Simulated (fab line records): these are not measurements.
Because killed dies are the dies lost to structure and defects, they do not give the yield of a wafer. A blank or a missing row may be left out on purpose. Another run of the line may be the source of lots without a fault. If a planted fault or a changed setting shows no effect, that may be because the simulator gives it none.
Code-filled problem report in 8D (eight disciplines) form + flow sky130 + the parts of the form that need people (team, actions taken, sign-off) are left out

## 1. WHAT IS WRONG
Across 3 wafers from 2 lots, CAPM_CVD_00_THK at SKY_CAPM_THK_MEAS_01 averages 5.82 nm, while fault-free wafers read 15.58 nm with a standard deviation of 0.22. Relative to the usual mean, that is a shift of -44 standard deviations.
First seen on wafer L190.6, day 42 02:06, on film_metro-02. The record has a number at this step for 18 wafers belonging to 6 lots. The rule behind "out" and "out of limits": a value lying over 4 standard deviations away from the usual mean. The other wafers with a number count as sound.

## 2. WHAT IT IS, WHAT IT ISN'T
| question                    | is                           | is not                                                                         |
|-----------------------------|------------------------------|--------------------------------------------------------------------------------|
| which readings at this step | CAPM_CVD_00_THK              | -                                                                              |
| which lots                  | L190, L191                   | L173, L189, L193, L194                                                         |
| which wafers of those lots  | L190.6, L191.3, L191.6       | L190.3, L190.5, L191.2                                                         |
| read on which gauges        | film_metro-01, film_metro-02 | film_metro-03                                                                  |
| when                        | from day 42 02:06            | up to then (8 sound wafers); but 7 sound wafers of L191, L193, L194 came after |

## 3. WHAT RULES OUT EACH SUSPECT
Counting: if a tool at a process step up to the reading ran every lot that is out, it stays a suspect. Sound lots after the first of them don't rule it out here, since some wafers of a struck lot are sound.
- ruled out: the gauge at SKY_CAPM_THK_MEAS_01. 2 gauges (film_metro-01, film_metro-02) read the wafers that are out.
- pvd_sputter-04 at SKY_METAL3_SPUTTER_01 (material TiN, target thk 20 nm, time 16.7 s): kept. Every lot that is out went through it, the first being L190 (day 42 01:56); the last sound lot it ran before that was L173 (day 37 01:58).
- pecvd-01 at SKY_CAPM_CVD_00 (deposits SiO2, target thk 15.5 nm): kept. Every lot that is out went through it, the first being L190 (day 42 02:04); the last sound lot it ran before that was L189 (day 41 16:02).
- At SKY_CAPM_CVD_00, inside pecvd-01: chamber 0 took the wafers that are out, while their sound lot-mates went through chambers 1, 2.
Remaining after the count are pvd_sputter-04 at SKY_METAL3_SPUTTER_01 and pecvd-01 at SKY_CAPM_CVD_00.

## 4. THE CAUSE (what the simulator had put in)
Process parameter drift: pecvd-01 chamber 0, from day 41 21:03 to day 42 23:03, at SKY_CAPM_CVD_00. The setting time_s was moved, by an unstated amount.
2 suspects survive the count, and this tool is in that group.

## 5. THE EFFECT CHAIN, in route order
Rows list readings where the struck wafers' mean (over those with a number) sits beyond 3 standard deviations from the usual. Only readings whose record carries a usual standard deviation are examined. hours: median over the lots of the time between each lot's start at the first step of this table that gives one and its start at this step. sigmas: the change, counted in usual standard deviations.
| hours | step                 | reading         | usual      | on struck wafers | change | sigmas |
|-------|----------------------|-----------------|------------|------------------|--------|--------|
| 0     | SKY_CAPM_THK_MEAS_01 | CAPM_CVD_00_THK | 15.58 nm   | 5.82             | -9.76  | -44    |
| 48    | SKY_METAL3_ETCH_17   | oes_product_au  | 0.757 a.u. | 0.520            | -0.237 | -32    |
Here are the process steps it includes:
- SKY_METAL3_ETCH_17: etches SiO2 in C4F8/O2/Ar, stops on TiN, time 3.9 s, target depth 15 nm.
Later steps that measure or inspect, where all struck wafers having a row at the step show a number for every such reading and not one has moved that far: SKY_CAPM_RS_MEAS_03, SKY_CAPM_THK_MEAS_04, SKY_CAPM_OVL_MEAS_12, SKY_METAL3_CD_MEAS_13, SKY_METAL3_OVL_MEAS_14.

## 6. HOW IT WOULD HAVE BEEN CAUGHT EARLIER
5 hours passed between the start of the fault at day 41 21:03 and the first reading out of limits at a measuring or inspecting step in this record, taken at day 42 02:06.
Tool readings at SKY_CAPM_CVD_00 with a usual standard deviation given in the record: none out on any struck wafer, hence no alarm at a limit of 4 standard deviations on them.
L191, from the lots that are out (2), started SKY_CAPM_CVD_00 on pecvd-01 later than day 42 02:06. A tool hold placed at that time would have kept it from harm.
